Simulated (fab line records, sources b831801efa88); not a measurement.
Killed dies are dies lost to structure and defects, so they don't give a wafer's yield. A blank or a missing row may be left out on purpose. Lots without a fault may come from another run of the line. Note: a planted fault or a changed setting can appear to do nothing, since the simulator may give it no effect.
Matching of chambers :: flow sky130 :: hdpcvd-02 running SKY_VIA3_HDPCVD_00: 3 sister chambers
The step deposits SiO2, target thk 1635 nm, time 272.5 s. 6 wafers are shown with their chamber, then 7 later ones without.

WAFERS PAIRED WITH THEIR CHAMBERS
wafer: L928.4
chamber: 2
run_length_s (s): 301.8
sih4_flow_sccm (sccm): 59.93

wafer: L927.1
chamber: 0
run_length_s (s): 300.7
sih4_flow_sccm (sccm): 60.22

wafer: L927.3
chamber: 2
run_length_s (s): 301.4
sih4_flow_sccm (sccm): 60.16

wafer: L927.4
chamber: 1
run_length_s (s): 300.0
sih4_flow_sccm (sccm): 59.98

wafer: L929.2
chamber: 0
run_length_s (s): 299.8
sih4_flow_sccm (sccm): 59.82

wafer: L929.4
chamber: 1
run_length_s (s): 300.2
sih4_flow_sccm (sccm): 60.09

WAFERS WITHOUT THEIR CHAMBER
wafer: L929.5
run_length_s (s): 300.0
sih4_flow_sccm (sccm): 59.96

wafer: L932.4
run_length_s (s): 299.9
sih4_flow_sccm (sccm): 60.36

wafer: L932.6
run_length_s (s): 301.3
sih4_flow_sccm (sccm): 60.06

wafer: L933.4
run_length_s (s): 300.0
sih4_flow_sccm (sccm): 59.91

wafer: L933.6
run_length_s (s): 300.2
sih4_flow_sccm (sccm): 60.16

wafer: L934.5
run_length_s (s): 301.8
sih4_flow_sccm (sccm): 60.06

wafer: L934.6
run_length_s (s): 300.6
sih4_flow_sccm (sccm): 60.01

WHICH CHAMBER EACH ONE RAN IN
wafer: L929.5
from the rows above: can't be placed: 1 or 0
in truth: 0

wafer: L932.4
from the rows above: can't be placed: 1 or 0
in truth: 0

wafer: L932.6
from the rows above: can't be placed: 2 or 0
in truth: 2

wafer: L933.4
from the rows above: can't be placed: 1 or 0
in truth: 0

wafer: L933.6
from the rows above: can't be placed: 1 or 0
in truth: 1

wafer: L934.5
from the rows above: 2
in truth: 2

wafer: L934.6
from the rows above: can't be placed: 0 or 1 or 2
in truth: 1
Placed correctly: 1 of 7. These rows do not allow placing 6 (true chamber among the candidates in 6). Wrongly placed: 0.
How it was worked out, from the rows above alone: a wafer's distance from a chamber is the root of the sum, over the readings, of the square of ((its reading less the chamber's mean) divided by the reading's scatter). If the next closest chamber is less than 2 further off than the closest, the wafer can't be placed; otherwise it belongs to the closest. The mean given for a chamber averages the wafers shown for that chamber. How the scatter is found: for the shown wafers, subtract from each reading the mean of its chamber, square and add these, divide the total by (wafers less chambers), then take the root.
